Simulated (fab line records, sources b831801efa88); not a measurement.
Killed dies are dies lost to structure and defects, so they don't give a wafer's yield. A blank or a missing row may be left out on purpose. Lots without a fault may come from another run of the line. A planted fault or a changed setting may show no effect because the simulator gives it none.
A struck lot beside a sound one | flow sky130 | 43 steps out of a route of 708
Sound: wafers L787.1, L787.2, L787.6. Struck: wafers L794.1, L794.4. (L794.2 of the same lot was not struck and is left out.) The cause comes at the end.
At each step with rows: each side's tool, then ch and its chambers, then its first start. Under that, the readings that differ: sound wafers | struck wafers | difference of the means | sigmas: that difference in standard deviations of wafers without a fault.
alike: readings whose means differ by less than 2 such deviations, and words and numbers that are the same on both sides. not compared: withheld readings, readings that some wafer has no value for, bounds like >300 that may hide the same value, and numbers for which the record gives no deviation and whose values overlap.
The two part at a step that has a row with sigmas, a row that says differs or no value, or rows on one side only. Numbers that don't overlap but have no deviation are shown without sigmas and don't part them. A reading that every wafer of one side lacks parts them only if that side has two wafers or more.

SKY_LDD_N_STRIP_16: strips in O2/N2.
  sound on plasma_asher-02 ch 0,1, day 19 23:42; struck on plasma_asher-04 ch 0,1, day 21 15:01
  alike: drypump_motor_current_A, oes_product_au, strip_time_to_endpoint_s
  not compared: rf_hours_counter_h
SKY_LDD_N_TW_MEAS_17:
  sound on film_metro-04, day 19 23:48; struck on film_metro-01, day 21 15:07
  reading  | sound          | struck    | difference | sigmas
  LDD_N_TW | 2629 2624 2619 | 2582 2593 | -36        | -3
then, 3 steps without rows for these wafers: SKY_LDD_P_DEHYDRATE_00 (time 60 s); SKY_LDD_P_HMDS_01 (prime time 60 s); SKY_LDD_P_COAT_02 (resist thk 1140 nm).
SKY_LDD_P_SOFTBAKE_03: time 62.37 s.
  sound on litho_track-03 ch 0, day 20 14:52; struck on litho_track-01 ch 0, day 22 06:13
  alike: exhaust_pa, plate_sensor_t_centre_C, plate_sensor_t_edge_C
then, 3 steps without rows for these wafers: SKY_LDD_P_EXPOSE_04 (exposes mask PSDM, target cd 380 nm); SKY_LDD_P_PEB_05; SKY_LDD_P_DEVELOP_06 (develop time 60 s).
SKY_LDD_P_CD_MEAS_07: target cd 380 nm.
  sound on cd_sem-02, day 21 06:47; struck on cd_sem-02, day 22 21:35
  reading    | sound             | struck      | difference | sigmas
  cd_nm (nm) | 384.3 382.5 384.0 | 378.7 377.2 | -5.7       | -2
SKY_LDD_P_OVL_MEAS_08:
  sound on overlay-02, day 21 06:54; struck on overlay-01, day 22 21:42
  alike: LDD_P_OVL
then, 1 step without rows for these wafers: SKY_LDD_P_IMPLANT_09.
SKY_LDD_P_STRIP_10: strips in O2/N2.
  sound on plasma_asher-04 ch 0,1, day 21 07:05; struck on plasma_asher-03 ch 0, day 22 21:53
  reading               | sound             | struck      | difference | sigmas
  oes_product_au (a.u.) | 0.713 0.712 0.710 | 0.717 0.731 | +0.012     | +3
  alike: drypump_motor_current_A, strip_time_to_endpoint_s
  not compared: rf_hours_counter_h
SKY_LDD_P_TW_MEAS_11:
  sound on film_metro-02, day 21 07:11; struck on film_metro-04, day 22 21:59
  alike: LDD_P_TW
then, 7 steps without rows for these wafers: SKY_LDD_HVN_DEHYDRATE_00 (time 60 s); SKY_LDD_HVN_HMDS_01 (prime time 60 s); SKY_LDD_HVN_COAT_02 (resist thk 300 nm); SKY_LDD_HVN_SOFTBAKE_03 (time 60 s); SKY_LDD_HVN_EXPOSE_04 (exposes mask HVNTM, target cd 700 nm); SKY_LDD_HVN_PEB_05; SKY_LDD_HVN_DEVELOP_06 (develop time 60 s).
SKY_LDD_HVN_OVL_MEAS_07:
  sound on overlay-01, day 22 13:34; struck on overlay-01, day 24 04:02
  alike: LDD_HVN_OVL
then, 1 step without rows for these wafers: SKY_LDD_HVN_IMPLANT_08.
SKY_LDD_HVN_STRIP_09: strips in O2/N2.
  sound on plasma_asher-01 ch 0,1, day 22 13:45; struck on plasma_asher-02 ch 1, day 24 04:13
  reading                     | sound       | struck  | difference | sigmas
  drypump_motor_current_A (A) | 6.0 4.9 4.9 | 6.4 6.4 | +1.1       | +2
  alike: oes_product_au, strip_time_to_endpoint_s
  not compared: rf_hours_counter_h
SKY_LDD_HVN_TW_MEAS_10:
  sound on film_metro-01, day 22 13:51; struck on film_metro-01, day 24 04:19
  alike: LDD_HVN_TW
then, 7 steps without rows for these wafers: SKY_LDD_HVP_DEHYDRATE_00 (time 60 s); SKY_LDD_HVP_HMDS_01 (prime time 60 s); SKY_LDD_HVP_COAT_02 (resist thk 300 nm); SKY_LDD_HVP_SOFTBAKE_03 (time 60 s); SKY_LDD_HVP_EXPOSE_04 (exposes mask HVPTM, target cd 700 nm); SKY_LDD_HVP_PEB_05; SKY_LDD_HVP_DEVELOP_06 (develop time 60 s).
SKY_LDD_HVP_OVL_MEAS_07:
  sound on overlay-01, day 23 20:22; struck on overlay-01, day 25 08:55
  alike: LDD_HVP_OVL
then, 1 step without rows for these wafers: SKY_LDD_HVP_IMPLANT_08.
SKY_LDD_HVP_STRIP_09: strips in O2/N2.
  sound on plasma_asher-03 ch 0,1, day 23 20:33; struck on plasma_asher-02 ch 0, day 25 09:06
  alike: drypump_motor_current_A, oes_product_au, strip_time_to_endpoint_s
  not compared: rf_hours_counter_h
SKY_LDD_HVP_TW_MEAS_10:
  sound on film_metro-03, day 23 20:39; struck on film_metro-01, day 25 09:12
  reading    | sound             | struck      | difference | sigmas
  LDD_HVP_TW | 457.5 456.0 454.4 | 463.0 458.4 | +4.7       | +2
then, 6 steps without rows for these wafers: SKY_LDD_LDN_DEHYDRATE_00 (time 60 s); SKY_LDD_LDN_HMDS_01 (prime time 60 s); SKY_LDD_LDN_COAT_02 (resist thk 1140 nm); SKY_LDD_LDN_SOFTBAKE_03 (time 60 s); SKY_LDD_LDN_EXPOSE_04 (exposes mask LDNTM, target cd 700 nm); SKY_LDD_LDN_PEB_05.
-- the record jumps here: 23 days lie between the struck wafers' starts before and after (it left off in module LDD_LDN and takes up again in module PAD_OPEN, whose first step shown is number 708 of the route) --
SKY_PAD_OPEN_PROBE_99:
  sound on prober-01, day 47 09:05; struck on prober-01, day 48 10:15
  reading             | sound    | struck                                            | difference                   | sigmas
  hold                | - - -    | await_dispo/9.0h/release await_dispo/9.0h/release | no value on the sound wafers |
  killed_at_front_end | 17 18 15 | 59 60                                             | +43                          | +11
  killed_dies         | 84 98 86 | 127 129                                           | +39                          | +4
  alike: killed_at_M0_to_M3, killed_at_M4_up, killed_at_contacts, killed_at_other, killed_open, killed_short

WHERE THEY PART
First at SKY_LDD_N_TW_MEAS_17; last, within this record, at SKY_PAD_OPEN_PROBE_99.

WHY: what the simulator had put in
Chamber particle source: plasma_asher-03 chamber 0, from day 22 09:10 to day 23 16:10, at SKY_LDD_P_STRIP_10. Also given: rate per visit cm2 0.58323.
